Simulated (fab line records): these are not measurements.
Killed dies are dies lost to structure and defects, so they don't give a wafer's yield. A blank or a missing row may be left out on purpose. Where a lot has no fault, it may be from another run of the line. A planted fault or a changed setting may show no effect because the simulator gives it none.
Which tool is to blame? | flow gf180mcu | 36 wafers from 12 lots sampled at 6 of the route's 602 steps

== WHAT EACH GAUGE READ, for each wafer ==
GF_NWELL_OVL_MEAS_07. Usual: NWELL_OVL -0.9 nm, standard deviation 1.3.
lot  | measured    | on         | NWELL_OVL (nm) | flag
L804 | day 3 23:50 | overlay-02 | -3.0 -2.9 -2.7 | 
L805 | day 4 05:44 | overlay-02 | -0.2 -1.3 -0.3 | 
L806 | day 4 10:26 | overlay-01 | -1.3 -3.0 -1.3 | 
L808 | day 4 22:18 | overlay-01 | -0.9 -1.6 -1.6 | 
L812 | day 5 18:53 | overlay-02 | -2.3 -1.6 -2.7 | 
L813 | day 6 00:20 | overlay-02 | -2.6 -0.8 -1.0 | 
L815 | day 6 12:27 | overlay-01 | -0.6 0.3 0.0   | 
L818 | day 7 04:22 | overlay-02 | 0.4 -0.2 0.1   | 
L820 | day 7 13:16 | overlay-02 | 2.2 -0.9 -0.2  | 
L822 | day 8 02:24 | overlay-02 | -1.0 -2.1 -1.1 | 
L823 | day 8 07:36 | overlay-02 | 2.1 1.5 -0.4   | 
L824 | day 8 11:53 | overlay-02 | -0.1 -0.4 -1.8 | 

GF_LVPWELL_TW_MEAS_11. Usual: LVPWELL_TW 561, standard deviation 3.3.
lot  | measured    | on           | LVPWELL_TW              | flag
L804 | day 4 13:56 | filmMetro-03 | 560 560 557             | 
L805 | day 4 19:32 | filmMetro-01 | 563 561 562             | 
L806 | day 5 01:07 | filmMetro-03 | 562 564 566             | 
L808 | day 5 12:46 | filmMetro-03 | 565 566 564             | 
L812 | day 6 10:02 | filmMetro-01 | 560 563 561             | 
L813 | day 6 16:44 | filmMetro-03 | 558 557 557             | 
L815 | day 7 04:21 | filmMetro-01 | 561 562 562             | 
L818 | day 7 20:52 | filmMetro-03 | 561 543 558 563 541 562 | 
L820 | day 8 06:22 | filmMetro-01 | 564 562 560             | 
L822 | day 8 19:32 | filmMetro-01 | 556 563 561             | 
L823 | day 9 01:06 | filmMetro-04 | 542 560 564 539 558 557 | 
L824 | day 9 05:11 | filmMetro-01 | 557 562 563             | 

GF_VT_IMPLANT_OVL_MEAS_18. Usual: VT_IMPLANT_01_OVL 0.5 nm, standard deviation 1.2.
lot  | measured     | on         | VT_IMPLANT_01_OVL (nm) | flag
L804 | day 7 00:37  | overlay-02 | -0.4 0.6 0.9           | 
L805 | day 7 08:11  | overlay-02 | -1.0 -0.9 -0.1         | 
L806 | day 7 14:04  | overlay-02 | 0.2 -0.6 0.6           | 
L808 | day 8 02:11  | overlay-02 | -1.0 1.2 0.2           | 
L812 | day 9 02:50  | overlay-02 | 0.9 -0.9 0.2           | 
L813 | day 9 10:58  | overlay-01 | 0.7 -0.8 0.1           | 
L815 | day 9 22:59  | overlay-02 | 1.9 1.1 1.7            | 
L818 | day 10 17:21 | overlay-01 | 1.6 1.3 0.7            | 
L820 | day 11 04:32 | overlay-02 | 1.2 1.8 -0.2           | 
L822 | day 11 19:23 | overlay-02 | -1.2 -2.3 -2.8         | 
L823 | day 12 02:30 | overlay-01 | 0.9 1.0 1.0            | 
L824 | day 12 05:38 | overlay-01 | 1.1 -0.6 -0.7          | 

GF_VT_IMPLANT_RS_MEAS_48: a four-point-probe measurement. Usual: LVPWELL_RS 1196 ohm/sq, standard deviation 4.1.
lot  | measured     | on           | LVPWELL_RS (ohm/sq)           | flag
L804 | day 8 09:57  | filmMetro-03 | 1200 1198 1201                | 
L805 | day 8 18:10  | filmMetro-01 | 1190 1185 1186                | 
L806 | day 8 23:44  | filmMetro-04 | 1200 1198 1200                | 
L808 | day 9 13:02  | filmMetro-03 | 1199 1198 1196                | 
L812 | day 10 15:13 | filmMetro-03 | 1202 1200 1198                | 
L813 | day 10 23:16 | filmMetro-03 | 1196 1202 1196                | 
L815 | day 11 11:10 | filmMetro-03 | 1204 1200 1199                | 
L818 | day 12 07:35 | filmMetro-03 | 1194 1276 1194 1194 1278 1194 | OFF
L820 | day 12 20:38 | filmMetro-04 | 1208 1201 1206                | 
L822 | day 13 12:12 | filmMetro-01 | 1194 1195 1198                | 
L823 | day 13 19:47 | filmMetro-03 | 1278 1196 1194 1276 1195 1195 | OFF
L824 | day 13 22:53 | filmMetro-04 | 1199 1197 1195                | 

== WHICH TOOL RAN EACH LOT (tool, then ch and the chambers of the sampled wafers, then the start) ==
lot  | GF_LVPWELL_IMPLANT_08          | GF_VT_IMPLANT_STRIP_09
L804 | implanter-04 ch 0, day 4 13:32 | plasmaAsher-02 ch 0,1, day 6 09:53
L805 | implanter-01 ch 0, day 4 19:08 | plasmaAsher-04 ch 0, day 6 17:05
L806 | implanter-03 ch 0, day 5 00:46 | plasmaAsher-02 ch 0,1, day 6 22:34
L808 | implanter-03 ch 0, day 5 12:23 | plasmaAsher-03 ch 0,1, day 7 10:02
L812 | implanter-01 ch 0, day 6 09:38 | plasmaAsher-04 ch 0,1, day 8 10:17
L813 | implanter-01 ch 0, day 6 16:20 | plasmaAsher-04 ch 0,1, day 8 17:43
L815 | implanter-01 ch 0, day 7 03:58 | plasmaAsher-02 ch 0,1, day 9 05:50
L818 | implanter-01 ch 0, day 7 20:28 | plasmaAsher-04 ch 0,1, day 9 23:20
L820 | implanter-03 ch 0, day 8 05:58 | plasmaAsher-04 ch 0,1, day 10 10:28
L822 | implanter-04 ch 0, day 8 19:09 | plasmaAsher-02 ch 0,1, day 11 00:31
L823 | implanter-01 ch 0, day 9 00:43 | plasmaAsher-04 ch 0,1, day 11 07:31
L824 | implanter-03 ch 0, day 9 04:48 | plasmaAsher-03 ch 0,1, day 11 10:46
- GF_LVPWELL_IMPLANT_08
- GF_VT_IMPLANT_STRIP_09: strips in O2/N2.

== AS READ BY THE TOOLS THEMSELVES (means over the sampled wafers that have a number; for cases with no such wafer, the mark the record gives instead) ==
GF_LVPWELL_IMPLANT_08. Usual: beamOnS at 9.98 s, with a standard deviation of 0.19.
lot  | tool         | beamOnS (s) | flag
L804 | implanter-04 | 10.03       | 
L805 | implanter-01 | 9.94        | 
L806 | implanter-03 | 9.89        | 
L808 | implanter-03 | 10.05       | 
L812 | implanter-01 | 9.83        | 
L813 | implanter-01 | 9.75        | 
L815 | implanter-01 | 10.10       | 
L818 | implanter-01 | 10.03       | 
L820 | implanter-03 | 9.90        | 
L822 | implanter-04 | 9.98        | 
L823 | implanter-01 | 9.97        | 
L824 | implanter-03 | 10.08       | 

GF_VT_IMPLANT_STRIP_09. Usual: drypumpMotorCurrentA 5.9 A, standard deviation 0.41; heaterPowerW 339 W, standard deviation 33; o2FlowSccm 3000 sccm, standard deviation 9; oesProductAu 0.716 a.u., standard deviation 0.0048; stripTimeToEndpointS 12.663 s, standard deviation 0.03.
lot  | tool           | drypumpMotorCurrentA (A) | heaterPowerW (W) | o2FlowSccm (sccm) | oesProductAu (a.u.) | stripTimeToEndpointS (s) | flag
L804 | plasmaAsher-02 | 5.6                      | 365              | 2996              | 0.718               | 12.696                   | 
L805 | plasmaAsher-04 | 5.9                      | 329              | 2994              | 0.714               | 12.634                   | 
L806 | plasmaAsher-02 | 5.7                      | 330              | 2999              | 0.714               | 12.674                   | 
L808 | plasmaAsher-03 | 5.5                      | 354              | 2994              | 0.714               | 12.597                   | 
L812 | plasmaAsher-04 | 6.0                      | 332              | 2999              | 0.716               | 12.680                   | 
L813 | plasmaAsher-04 | 6.1                      | 329              | 2995              | 0.716               | 12.636                   | 
L815 | plasmaAsher-02 | 5.6                      | 335              | 3003              | 0.718               | 12.644                   | 
L818 | plasmaAsher-04 | 6.0                      | 324              | 3008              | 0.716               | 12.667                   | 
L820 | plasmaAsher-04 | 6.3                      | 328              | 2998              | 0.719               | 12.674                   | 
L822 | plasmaAsher-02 | 5.7                      | 331              | 3004              | 0.711               | 12.633                   | 
L823 | plasmaAsher-04 | 6.1                      | 323              | 3001              | 0.713               | 12.649                   | 
L824 | plasmaAsher-03 | 5.8                      | 359              | 2992              | 0.714               | 12.707                   | 

== THE ANSWER, worked out from the rows above alone ==
Rule: lot off if the mean of its wafers having a number is beyond 3 standard deviations from the usual mean. Also off: a lot with no number at a reading for which 4 or more lots have one. All remaining lots with rows at the step are treated as sound. Order of review: gauges by route order, followed by the tools' own readings, for which a lot's mean as printed above is used. The first step at which some lot is off is used, and at that step the reading that is off furthest; a lot without a number counts as furthest.
Off: L818, L823, at GF_VT_IMPLANT_RS_MEAS_48 (LVPWELL_RS).
A tool fits if, at a process step before that reading, it ran every lot that is off, and no sound lot after the first of them. Those tools and the gauges at GF_VT_IMPLANT_RS_MEAS_48 are tried in the same way. 2 tools fit, implanter-01 at GF_LVPWELL_IMPLANT_08 and filmMetro-03 at GF_VT_IMPLANT_RS_MEAS_48, so this cannot tell which one it is.

== WHAT THE SIMULATOR PUT IN ==
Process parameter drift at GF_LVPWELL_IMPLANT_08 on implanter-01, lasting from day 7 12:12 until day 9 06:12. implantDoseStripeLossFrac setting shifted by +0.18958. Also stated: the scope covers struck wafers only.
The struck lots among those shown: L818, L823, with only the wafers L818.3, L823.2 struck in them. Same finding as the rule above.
